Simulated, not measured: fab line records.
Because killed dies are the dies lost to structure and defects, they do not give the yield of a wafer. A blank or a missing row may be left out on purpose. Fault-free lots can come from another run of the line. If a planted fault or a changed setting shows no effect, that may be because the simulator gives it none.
Code-filled problem report in 8D (eight disciplines) form :: flow sky130 :: the parts of the form that need people (team, actions taken, sign-off) are left out

## 1. WHAT IS WRONG
At SKY_METAL5_EXPOSE_11, exposure_dose_mJ_cm2 averages 172.91 over 9 wafers from 3 lots, while fault-free wafers read 190.01, standard deviation 0.17. That is -99 or more standard deviations from the usual mean.
The step: exposes mask MM5, target cd 1600 nm.
First seen on wafer L361.1, day 46 14:53, on iline_stepper-01. The record holds 21 wafers of 7 lots with a number at this step. The rule behind "out" and "out of limits": a value lying over 4 standard deviations away from the usual mean. All remaining wafers that have a number are taken as sound.

## 2. WHAT IT IS; WHAT IT IS NOT
question: which readings at this step
is: exposure_dose_mJ_cm2
is not: -

question: which lots
is: L361, L362, L363
is not: L350, L356, L358, L360

question: which wafers of those lots
is: all that have a number
is not: -

question: read on which tools
is: iline_stepper-01
is not: iline_stepper-02

question: when
is: from day 46 14:53
is not: up to then (12 sound wafers)

## 3. WHAT RULES OUT EACH SUSPECT
Counting: a tool at any process step up to the reading remains a suspect when it ran all the lots that are out and ran no sound lot after the first of those.
- iline_stepper-01 at SKY_METAL5_EXPOSE_11 (exposes mask MM5, target cd 1600 nm): kept. It processed each lot that is out, first L361 at day 46 14:53, and no sound lot thereafter; up to then, the last sound lot it processed was L360 at day 46 05:11. Its own readings are out on those wafers: exposure_dose_mJ_cm2.
The count leaves iline_stepper-01 at SKY_METAL5_EXPOSE_11.

## 4. THE CAUSE (what the simulator had put in)
Process parameters drifting: iline_stepper-01 at SKY_METAL5_EXPOSE_11, beginning at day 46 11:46. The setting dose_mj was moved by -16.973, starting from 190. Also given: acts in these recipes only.
This tool alone remained once counting was done.

## 5. SEQUENCE OF EFFECTS, ordered by route
One row per reading whose mean, taken over the struck wafers that have a number, lies over 3 standard deviations from the usual. Readings are gone through only where the record gives a usual standard deviation; hours: the median, over the lots, of the time from a lot's start at the first step in this table giving one to that lot's start at this step; sigmas: the change measured in usual standard deviations.
hours: 0
step: SKY_METAL5_EXPOSE_11
reading: exposure_dose_mJ_cm2
usual: 190.01
on struck wafers: 172.91
change: -17.10
sigmas: -99 or more
It contains these process steps:
- SKY_METAL5_EXPOSE_11: exposes mask MM5, target cd 1600 nm.

## 6. HOW IT WOULD HAVE BEEN CAUGHT EARLIER
First out-of-limits reading in this record: day 46 14:53, which is 3 hours after fault onset at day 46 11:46.
